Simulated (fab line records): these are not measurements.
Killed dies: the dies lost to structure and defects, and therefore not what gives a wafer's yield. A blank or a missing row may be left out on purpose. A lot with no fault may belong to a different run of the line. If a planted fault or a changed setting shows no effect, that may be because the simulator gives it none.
fab line records	flow sky130	part 1 of 2: steps 1 to 25 of 35
[record] lots = 5	wafers = 15	lastDay = 49
route steps=708 shown VIA2@526 METAL3@532 CAPM@537
lots untouched by any fault: they come from a run of this same line in which no faults occurred
startH: hours from the record's opening day to when the first of the lot's shown wafers began	waitH: how many hours have passed since the lot's step before this one	" unchanged from the row above	L1.1+2: a single row standing in for several wafers	- value missing, or start not given	* or withheld: withheld	< > ~ a bound
route shown NAME@n: a module of which the file shows steps, and the number in the route of the first	usual: mean/standard deviation of fault-free wafers	same: alike in all rows	chamber/n: place in a boat	sites: the reading at each site	_std_site: standard deviation across them	_edge_site: mean of outer sites minus mean of inner sites	radiusMm: how far each site lies from the wafer's centre	mask NAME#n: copy n	behind: tool/chamber where the wafer was last shaped	hold: what put the lot on hold/how long, in hours/how the hold closed	device: the n, p or np transistor that did not switch	end of line: tests run on the same wafers once the route is complete	a step given without rows: its recipe and nothing more	killed: the dies lost at the first sort to structure and to defects; this is not the yield of the wafer	map: per-die view of a wafer (x killed, . not killed, _ where there is no die)
set.NAME: the setting that was run; set.NAME@STEP: the one run at that earlier step	model.NAME: the simulator's own value behind a step, which no gauge read
a table for each step, a row for each wafer; lots at some steps of the route
services: from which hour (startH, from the record's first day; less than 0 if before it) a tool's chamber was out of use, for how many hours, and why
[[steps]]
[step SKY_VIA2_CLEAN_19]
[recipe] chemistry = O3/DIW	dry = n2Spin
lot.wafer	tool	chamber	startH	waitH
L077.1+2+6	wetBench-04	2	887.65	0.0
L080.1+3+5	wetBench-04	0	905.20	0.0
L089.1+2+6	wetBench-01	0	951.60	0.0
L091.2+4+5	wetBench-01	3	962.23	0.0
L093.2+4+6	wetBench-01	2	980.00	0.0
[step SKY_VIA2_SPUTTER_20]
[recipe] material = TiN	targetThkNm = 20	chamberPressurePa = 5	powerW = 4000	timeS = 80
[usual] throttleValvePct = 30.2/1.5
lot.wafer	tool	chamber	startH	waitH	throttleValvePct
L077.1	pvdSputter-04	-	887.75	0.0	29.3
L077.2	"	-	"	"	29.7
L077.6	"	-	"	"	30.8
L080.1	pvdSputter-02	-	905.29	0.0	29.4
L080.3	"	-	"	"	32.9
L080.5	"	-	"	"	32.2
L089.1	pvdSputter-03	-	951.69	0.0	30.6
L089.2	"	-	"	"	28.2
L089.6	"	-	"	"	28.1
L091.2	pvdSputter-04	-	962.32	0.0	29.3
L091.4	"	-	"	"	28.0
L091.5	"	-	"	"	29.7
L093.2	pvdSputter-04	-	980.09	0.0	30.8
L093.4	"	-	"	"	28.1
L093.6	"	-	"	"	28.0
[step SKY_VIA2_CVD_21]
[recipe] material = W	targetThkNm = 420	timeS = 126.4	tempC = 400	pressureTorr = 40
[usual] heaterPowerW = 851/40
lot.wafer	tool	chamber	startH	waitH	heaterPowerW	sinceWetCleanH
L077.1	cvdW-02	0	887.81	0.0	879	984
L077.2	"	1	"	"	884	984
L077.6	"	0	"	"	901	-
L080.1	cvdW-01	0	905.35	0.0	864	501
L080.3	"	0	"	"	852	-
L080.5	"	0	"	"	878	-
L089.1	cvdW-02	1	951.75	0.0	810	34
L089.2	"	0	"	"	900	34
L089.6	"	1	"	"	838	-
L091.2	cvdW-01	1	962.38	0.0	792	558
L091.4	"	1	"	"	809	-
L091.5	"	1	"	"	779	-
L093.2	cvdW-01	1	980.15	0.0	780	576
L093.4	"	1	"	"	803	-
L093.6	"	0	"	"	861	-
[step SKY_VIA2_RS_MEAS_22]
[recipe] thkMeasGauge = four-point-probe	reads = W_of_VIA2_CVD_21+TiN_of_VIA2_SPUTTER_20
[usual] VIA2_W_RS = 0.274/0.0033
lot.wafer	tool	chamber	startH	waitH	VIA2_W_RS[ohm/sq]
L077.1	filmMetro-01	-	887.94	0.1	0.277
L077.2	"	-	"	"	0.275
L077.6	"	-	"	"	0.281
L080.1	filmMetro-01	-	905.61	0.2	0.276
L080.3	"	-	"	"	0.278
L080.5	"	-	"	"	0.275
L089.1	filmMetro-01	-	951.89	0.1	0.273
L089.2	"	-	"	"	0.274
L089.6	"	-	"	"	0.273
L091.2	filmMetro-01	-	962.53	0.1	0.273
L091.4	"	-	"	"	0.272
L091.5	"	-	"	"	0.272
L093.2	filmMetro-02	-	980.30	0.1	0.267
L093.4	"	-	"	"	0.273
L093.6	"	-	"	"	0.269
[step SKY_VIA2_THK_MEAS_23]
[recipe] thkMeasGauge = xrf	reads = W_of_VIA2_CVD_21
[usual] VIA2_W_THK = 432/7.9
lot.wafer	tool	chamber	startH	waitH	VIA2_W_THK[nm]
L077.1	filmMetro-01	-	888.06	0.1	434
L077.2	"	-	"	"	437
L077.6	"	-	"	"	422
L080.1	filmMetro-01	-	905.73	0.1	434
L080.3	"	-	"	"	431
L080.5	"	-	"	"	433
L089.1	filmMetro-01	-	952.01	0.1	437
L089.2	"	-	"	"	437
L089.6	"	-	"	"	436
L091.2	filmMetro-01	-	962.64	0.1	436
L091.4	"	-	"	"	437
L091.5	"	-	"	"	440
L093.2	filmMetro-02	-	980.41	0.1	446
L093.4	"	-	"	"	434
L093.6	"	-	"	"	441
[step SKY_VIA2_CMP_24]
[recipe] stopOn = SiO2	tOverpolishS = 20	downForcePsi = 3.5	platenRpm = 60	targetThkNm = 0	padVelocityMS = 0.94248
[usual] motorCurrentA = 10.9/1.1	overpolishRunS = 20.001/0.0092	timeToEndpointS = 100/5.3
lot.wafer	tool	chamber	startH	waitH	motorCurrentA	overpolishRunS	timeToEndpointS
L077.1	cmp-02	0	888.17	0.1	10.4	19.995	102
L077.2	"	2	"	"	12.5	19.989	94
L077.6	"	0	"	"	11.2	19.999	101
L080.1	cmp-02	3	905.84	0.1	12.9	20.003	99
L080.3	"	0	"	"	11.0	20.002	105
L080.5	"	3	"	"	12.2	20.007	100
L089.1	cmp-02	2	952.12	0.1	12.9	20.011	99
L089.2	"	0	"	"	10.7	20.002	108
L089.6	"	2	"	"	12.8	19.992	96
L091.2	cmp-02	1	962.74	0.1	11.0	20.018	91
L091.4	"	2	"	"	13.0	20.003	96
L091.5	"	0	"	"	10.2	20.009	104
L093.2	cmp-01	3	980.51	0.1	10.6	19.994	98
L093.4	"	0	"	"	9.5	20.008	99
L093.6	"	2	"	"	9.7	20.013	105
[step SKY_METAL3_SPUTTER_00]
[recipe] material = Ti	targetThkNm = 15	powerW = 3000	timeS = 10	chamberPressurePa = 0.4
[usual] throttleValvePct = 30.0/1.1
lot.wafer	tool	chamber	startH	waitH	throttleValvePct
L077.1	pvdSputter-03	-	888.42	0.2	29.4
L077.2	"	-	"	"	27.9
L077.6	"	-	"	"	29.2
L080.1	pvdSputter-03	-	906.09	0.2	30.4
L080.3	"	-	"	"	28.2
L080.5	"	-	"	"	29.1
L089.1	pvdSputter-01	-	952.37	0.2	29.6
L089.2	"	-	"	"	29.6
L089.6	"	-	"	"	29.6
L091.2	pvdSputter-03	-	962.99	0.2	30.0
L091.4	"	-	"	"	29.4
L091.5	"	-	"	"	30.3
L093.2	pvdSputter-02	-	980.76	0.2	29.5
L093.4	"	-	"	"	31.8
L093.6	"	-	"	"	31.8
[step SKY_METAL3_SPUTTER_01]
[recipe] material = TiN	targetThkNm = 20	powerW = 6500	timeS = 16.7	chamberPressurePa = 0.4
[usual] throttleValvePct = 30.1/1.2
lot.wafer	tool	chamber	startH	waitH	throttleValvePct
L077.1	pvdSputter-03	-	888.44	0.0	29.2
L077.2	"	-	"	"	28.1
L077.6	"	-	"	"	29.0
L080.1	pvdSputter-03	-	906.12	0.0	30.2
L080.3	"	-	"	"	28.1
L080.5	"	-	"	"	29.0
L089.1	pvdSputter-01	-	952.39	0.0	29.8
L089.2	"	-	"	"	29.8
L089.6	"	-	"	"	29.6
L091.2	pvdSputter-03	-	963.02	0.0	30.4
L091.4	"	-	"	"	29.1
L091.5	"	-	"	"	30.6
L093.2	pvdSputter-02	-	980.79	0.0	29.4
L093.4	"	-	"	"	32.2
L093.6	"	-	"	"	32.0
[step SKY_METAL3_SPUTTER_02]
[recipe] material = AlCu	targetThkNm = 735	powerW = 10600	timeS = 39.1	chamberPressurePa = 0.4
[usual] throttleValvePct = 30.0/1.1
lot.wafer	tool	chamber	startH	waitH	throttleValvePct
L077.1	pvdSputter-03	-	888.47	0.0	29.4
L077.2	"	-	"	"	27.9
L077.6	"	-	"	"	29.3
L080.1	pvdSputter-03	-	906.14	0.0	30.3
L080.3	"	-	"	"	28.1
L080.5	"	-	"	"	29.2
L089.1	pvdSputter-01	-	952.41	0.0	29.4
L089.2	"	-	"	"	29.4
L089.6	"	-	"	"	29.4
L091.2	pvdSputter-03	-	963.04	0.0	30.5
L091.4	"	-	"	"	29.5
L091.5	"	-	"	"	30.4
L093.2	pvdSputter-02	-	980.81	0.0	29.7
L093.4	"	-	"	"	31.8
L093.6	"	-	"	"	31.9
[step SKY_METAL3_SPUTTER_03]
[recipe] material = Ti	targetThkNm = 5	powerW = 3000	timeS = 3.3	chamberPressurePa = 0.4
[usual] throttleValvePct = 30.0/1.2
lot.wafer	tool	chamber	startH	waitH	throttleValvePct
L077.1	pvdSputter-03	-	888.50	0.0	29.0
L077.2	"	-	"	"	28.0
L077.6	"	-	"	"	29.3
L080.1	pvdSputter-03	-	906.18	0.0	30.4
L080.3	"	-	"	"	27.9
L080.5	"	-	"	"	29.3
L089.1	pvdSputter-01	-	952.45	0.0	29.7
L089.2	"	-	"	"	29.3
L089.6	"	-	"	"	29.6
L091.2	pvdSputter-03	-	963.08	0.0	30.3
L091.4	"	-	"	"	29.1
L091.5	"	-	"	"	30.6
L093.2	pvdSputter-02	-	980.85	0.0	29.5
L093.4	"	-	"	"	32.0
L093.6	"	-	"	"	31.9
[step SKY_METAL3_SPUTTER_04]
[recipe] material = TiN	targetThkNm = 70	powerW = 6500	timeS = 58.3	chamberPressurePa = 0.4
[usual] throttleValvePct = 30.0/1.2
lot.wafer	tool	chamber	startH	waitH	throttleValvePct
L077.1	pvdSputter-03	-	888.52	0.0	29.1
L077.2	"	-	"	"	28.6
L077.6	"	-	"	"	29.3
L080.1	pvdSputter-03	-	906.20	0.0	30.3
L080.3	"	-	"	"	28.2
L080.5	"	-	"	"	28.9
L089.1	pvdSputter-01	-	952.47	0.0	29.6
L089.2	"	-	"	"	29.7
L089.6	"	-	"	"	29.6
L091.2	pvdSputter-03	-	963.10	0.0	30.1
L091.4	"	-	"	"	29.2
L091.5	"	-	"	"	30.6
L093.2	pvdSputter-02	-	980.87	0.0	29.4
L093.4	"	-	"	"	32.0
L093.6	"	-	"	"	31.8
[step SKY_CAPM_CVD_00]
[recipe] material = SiO2	targetThkNm = 15.5	tempC = 400	timeS = withheld	rfW = 450
[usual] heaterPowerW = 735/87
lot.wafer	tool	chamber	startH	waitH	heaterPowerW
L077.1	pecvd-02	2	888.57	0.0	931
L077.2	"	0	"	"	877
L077.6	"	2	"	"	880
L080.1	pecvd-04	0	906.25	0.0	707
L080.3	"	2	"	"	661
L080.5	"	0	"	"	710
L089.1	pecvd-02	0	952.52	0.0	821
L089.2	"	2	"	"	762
L089.6	"	1	"	"	778
L091.2	pecvd-01	0	963.15	0.0	699
L091.4	"	1	"	"	695
L091.5	"	2	"	"	756
L093.2	pecvd-02	1	980.92	0.0	653
L093.4	"	1	"	"	661
L093.6	"	0	"	"	862
[step SKY_CAPM_THK_MEAS_01]
[recipe] reads = SiO2_of_CAPM_CVD_00
[usual] CAPM_CVD_00_THK = 15.41/0.23
lot.wafer	tool	chamber	startH	waitH	CAPM_CVD_00_THK[nm]
L077.1	filmMetro-04	-	888.59	-	15.39
L077.2	"	-	"	"	15.14
L077.6	"	-	"	"	15.52
L080.1	filmMetro-03	-	906.27	-	15.35
L080.3	"	-	"	"	15.38
L080.5	"	-	"	"	15.49
L089.1	filmMetro-03	-	952.54	-	15.37
L089.2	"	-	"	"	15.61
L089.6	"	-	"	"	15.49
L091.2	filmMetro-01	-	963.18	-	15.35
L091.4	"	-	"	"	15.53
L091.5	"	-	"	"	15.84
L093.2	filmMetro-01	-	980.95	-	15.10
L093.4	"	-	"	"	15.26
L093.6	"	-	"	"	15.63
[step SKY_CAPM_SPUTTER_02]
[recipe] material = TiN	targetThkNm = 200	tempC = 300	powerW = 6500	timeS = 166.7	chamberPressurePa = 0.4
[usual] throttleValvePct = 29.9/1.3
lot.wafer	tool	chamber	startH	waitH	throttleValvePct
L077.1	pvdSputter-04	-	888.65	0.1	29.4
L077.2	"	-	"	"	29.2
L077.6	"	-	"	"	29.5
L080.1	pvdSputter-04	-	906.33	0.1	28.1
L080.3	"	-	"	"	30.8
L080.5	"	-	"	"	30.8
L089.1	pvdSputter-04	-	952.60	0.1	30.9
L089.2	"	-	"	"	28.0
L089.6	"	-	"	"	29.3
L091.2	pvdSputter-04	-	963.23	0.0	28.2
L091.4	"	-	"	"	30.6
L091.5	"	-	"	"	31.0
L093.2	pvdSputter-04	-	981.00	0.0	29.7
L093.4	"	-	"	"	28.2
L093.6	"	-	"	"	28.1
[step SKY_CAPM_RS_MEAS_03]
[recipe] thkMeasGauge = four-point-probe	reads = TiN_of_CAPM_SPUTTER_02
[usual] CAPM_TIN_RS = 6.97/0.08
lot.wafer	tool	chamber	startH	waitH	CAPM_TIN_RS[ohm/sq]
L077.1	filmMetro-01	-	888.76	0.1	7.06
L077.2	"	-	"	"	6.97
L077.6	"	-	"	"	6.97
L080.1	filmMetro-04	-	906.44	0.1	6.96
L080.3	"	-	"	"	6.95
L080.5	"	-	"	"	6.97
L089.1	filmMetro-04	-	952.71	0.1	7.12
L089.2	"	-	"	"	7.04
L089.6	"	-	"	"	7.02
L091.2	filmMetro-01	-	963.36	0.1	7.03
L091.4	"	-	"	"	7.13
L091.5	"	-	"	"	7.02
L093.2	filmMetro-04	-	981.13	0.1	6.94
L093.4	"	-	"	"	6.96
L093.6	"	-	"	"	6.95
[step SKY_CAPM_THK_MEAS_04]
[recipe] thkMeasGauge = xrf	reads = TiN_of_CAPM_SPUTTER_02
[usual] CAPM_TIN_THK = 198.7/2.3
lot.wafer	tool	chamber	startH	waitH	CAPM_TIN_THK[nm]
L077.1	filmMetro-01	-	888.88	0.1	196.1
L077.2	"	-	"	"	198.3
L077.6	"	-	"	"	198.8
L080.1	filmMetro-04	-	906.56	0.1	197.9
L080.3	"	-	"	"	198.0
L080.5	"	-	"	"	198.4
L089.1	filmMetro-04	-	952.83	0.1	195.8
L089.2	"	-	"	"	196.6
L089.6	"	-	"	"	196.2
L091.2	filmMetro-01	-	963.47	0.1	196.3
L091.4	"	-	"	"	194.0
L091.5	"	-	"	"	196.3
L093.2	filmMetro-04	-	981.24	0.1	200.1
L093.4	"	-	"	"	200.2
L093.6	"	-	"	"	200.3
[step SKY_CAPM_DEHYDRATE_05]
[recipe] tempC = 200	timeS = 60
[usual] chillPlateTempC = 23.00/0.093
lot.wafer	tool	chamber	startH	waitH	chillPlateTempC
L077.1	lithoTrack-03	0	900.72	11.8	23.05
L077.2	"	0	"	"	22.95
L077.6	"	0	"	"	22.91
L080.1	lithoTrack-02	0	918.01	11.4	23.07
L080.3	"	0	"	"	23.00
L080.5	"	0	"	"	23.08
L089.1	lithoTrack-02	0	964.11	11.3	22.93
L089.2	"	0	"	"	23.07
L089.6	"	0	"	"	23.10
L091.2	lithoTrack-03	0	975.34	11.9	22.91
L091.4	"	0	"	"	23.00
L091.5	"	0	"	"	22.99
L093.2	lithoTrack-04	0	992.11	10.9	23.07
L093.4	"	0	"	"	22.99
L093.6	"	0	"	"	23.10
[step SKY_CAPM_HMDS_06]
[recipe] primeTimeS = 60	primeTempC = 120
[usual] chillPlateTempC = 23.00/0.12	primeTempC = 120.01/0.15
lot.wafer	tool	chamber	startH	waitH	chillPlateTempC	primeTempC
L077.1	lithoTrack-03	0	900.87	0.1	23.21	120.00
L077.2	"	0	"	"	23.12	119.95
L077.6	"	0	"	"	23.26	119.90
L080.1	lithoTrack-02	0	918.16	0.1	23.11	120.10
L080.3	"	0	"	"	23.26	120.10
L080.5	"	0	"	"	23.09	119.92
L089.1	lithoTrack-02	0	964.26	0.1	22.99	120.30
L089.2	"	0	"	"	23.12	120.08
L089.6	"	0	"	"	23.00	119.95
L091.2	lithoTrack-03	0	975.49	0.1	22.90	120.05
L091.4	"	0	"	"	22.88	119.78
L091.5	"	0	"	"	22.92	120.02
L093.2	lithoTrack-04	0	992.26	0.1	22.95	119.81
L093.4	"	0	"	"	23.06	120.05
L093.6	"	0	"	"	22.99	120.07
[step SKY_CAPM_COAT_07]
[recipe] resist = NOVOLAK	spinRpm = 3000	resistThkNm = 1140
[usual] chillPlateTempC = 22.98/0.1	dispensePressureKPa = 51/4.2
lot.wafer	tool	chamber	startH	waitH	chillPlateTempC	dispensePressureKPa
L077.1	lithoTrack-03	0	901.02	0.1	22.87	56
L077.2	"	0	"	"	23.01	56
L077.6	"	0	"	"	22.81	56
L080.1	lithoTrack-02	0	918.31	0.1	22.83	47
L080.3	"	0	"	"	23.00	47
L080.5	"	0	"	"	22.97	47
L089.1	lithoTrack-02	0	964.41	0.1	22.92	47
L089.2	"	0	"	"	22.77	47
L089.6	"	0	"	"	22.92	47
L091.2	lithoTrack-03	0	975.64	0.1	23.01	56
L091.4	"	0	"	"	22.94	56
L091.5	"	0	"	"	22.96	56
L093.2	lithoTrack-04	0	992.41	0.1	23.05	47
L093.4	"	0	"	"	23.10	47
L093.6	"	0	"	"	23.13	47
[step SKY_CAPM_SOFTBAKE_08]
[recipe] tempC = 90	timeS = 60	resist = NOVOLAK
[usual] chillPlateTempC = 23.01/0.1
lot.wafer	tool	chamber	startH	waitH	chillPlateTempC
L077.1	lithoTrack-03	0	901.17	0.1	22.89
L077.2	"	0	"	"	23.05
L077.6	"	0	"	"	23.13
L080.1	lithoTrack-02	0	918.46	0.1	23.11
L080.3	"	0	"	"	23.10
L080.5	"	0	"	"	23.03
L089.1	lithoTrack-02	0	964.56	0.1	23.07
L089.2	"	0	"	"	23.14
L089.6	"	0	"	"	23.28
L091.2	lithoTrack-03	0	975.79	0.1	23.04
L091.4	"	0	"	"	22.86
L091.5	"	0	"	"	23.12
L093.2	lithoTrack-04	0	992.56	0.1	23.12
L093.4	"	0	"	"	22.99
L093.6	"	0	"	"	23.14
[step SKY_CAPM_EXPOSE_09]
[recipe] maskId = CAPM	na = 0.6	sourceShape = conventional	sigmaOuter = 0.6	polarization = unpolarized	targetCdNm = 1000	doseMj = 159
[same] sigmaOuter = 0.6
lot.wafer	tool	chamber	startH	waitH	mask
L077.1+2+6	ilineStepper-01	0	-	-	CAPM#0
L080.1+3+5	ilineStepper-02	0	-	-	CAPM#0
L089.1+2+6	ilineStepper-02	0	-	-	CAPM#0
L091.2+4+5	ilineStepper-02	0	-	-	CAPM#0
L093.2+4+6	ilineStepper-01	0	-	-	CAPM#0
[step SKY_CAPM_PEB_10]
[recipe] tempC = withheld	timeS = *	resist = NOVOLAK
[usual] chillPlateTempC = *
lot.wafer	tool	chamber	startH	waitH	chillPlateTempC
L077.1	lithoTrack-02	0	-	-	*
L077.2	"	0	"	"	*
L077.6	"	0	"	"	*
L080.1	lithoTrack-02	0	-	-	*
L080.3	"	0	"	"	*
L080.5	"	0	"	"	*
L089.1	lithoTrack-02	0	-	-	*
L089.2	"	0	"	"	*
L089.6	"	0	"	"	*
L091.2	lithoTrack-03	0	-	-	*
L091.4	"	0	"	"	*
L091.5	"	0	"	"	*
L093.2	lithoTrack-04	0	-	-	*
L093.4	"	0	"	"	*
L093.6	"	0	"	"	*
[step SKY_CAPM_DEVELOP_11]
[recipe] resist = NOVOLAK	developer = TMAH	developTimeS = 60	devTempC = 23
[usual] chillPlateTempC = 23.01/0.11
lot.wafer	tool	chamber	startH	waitH	chillPlateTempC
L077.1	lithoTrack-02	0	912.66	0.1	22.72
L077.2	"	0	"	"	22.93
L077.6	"	0	"	"	23.06
L080.1	lithoTrack-02	0	930.86	0.1	22.98
L080.3	"	0	"	"	23.15
L080.5	"	0	"	"	23.06
L089.1	lithoTrack-02	0	976.91	0.1	23.18
L089.2	"	0	"	"	22.92
L089.6	"	0	"	"	23.19
L091.2	lithoTrack-03	0	987.39	0.1	23.07
L091.4	"	0	"	"	23.19
L091.5	"	0	"	"	23.15
L093.2	lithoTrack-04	0	1004.31	0.1	22.96
L093.4	"	0	"	"	23.05
L093.6	"	0	"	"	22.97
[step SKY_CAPM_OVL_MEAS_12]
[usual] CAPM_OVL = -0.8/1.5
lot.wafer	tool	chamber	startH	waitH	CAPM_OVL[nm]
L077.1	overlay-02	-	912.81	0.1	-1.0
L077.2	"	-	"	"	-0.9
L077.6	"	-	"	"	-1.8
L080.1	overlay-01	-	931.01	0.1	-0.4
L080.3	"	-	"	"	-1.3
L080.5	"	-	"	"	-1.0
L089.1	overlay-01	-	977.06	0.1	-1.8
L089.2	"	-	"	"	0.7
L089.6	"	-	"	"	0.9
L091.2	overlay-01	-	987.53	0.1	0.4
L091.4	"	-	"	"	-0.6
L091.5	"	-	"	"	-0.9
L093.2	overlay-01	-	1004.44	0.1	2.8
L093.4	"	-	"	"	1.4
L093.6	"	-	"	"	1.0
[step SKY_CAPM_METAL_ETCH_13]
[recipe] targetDepthNm = 220	stopOn = SiO2	chemistry = Cl2/BCl3	target = TiN	pressureMtorr = 10	icpW = 900	biasW = 48.5	Cl2_flow_sccm = 60	bcl3FlowSccm = 30	timeS = 62.9
[usual] drypumpMotorCurrentA = 5.9/0.46	oesProductAu = 0.937/0.0081	throttleValvePct = 21.904/0.0098
lot.wafer	tool	chamber	startH	waitH	drypumpMotorCurrentA	oesProductAu	rfHoursCounterH	throttleValvePct
L077.1	rieMetal-01	0	912.85	0.0	5.6	0.930	8	21.896
L077.2	"	1	"	"	6.6	0.936	12	21.907
L077.6	"	0	"	"	5.6	0.939	-	21.908
L080.1	rieMetal-02	1	931.05	0.0	5.5	0.931	0	21.897
L080.3	"	1	"	"	5.6	0.940	-	21.906
L080.5	"	0	"	"	5.9	0.927	-	21.909
L089.1	rieMetal-01	0	977.10	0.0	5.7	0.917	11	21.912
L089.2	"	1	"	"	6.6	0.934	16	21.903
L089.6	"	1	"	"	6.5	0.935	-	21.899
L091.2	rieMetal-04	1	987.56	0.0	6.1	0.925	5	21.902
L091.4	"	1	"	"	6.1	0.927	-	21.922
L091.5	"	0	"	"	5.0	0.925	-	21.910
L093.2	rieMetal-02	0	1004.47	0.0	5.9	0.936	15	21.902
L093.4	"	1	"	"	5.5	0.941	-	21.895
L093.6	"	1	"	"	5.6	0.942	-	21.899
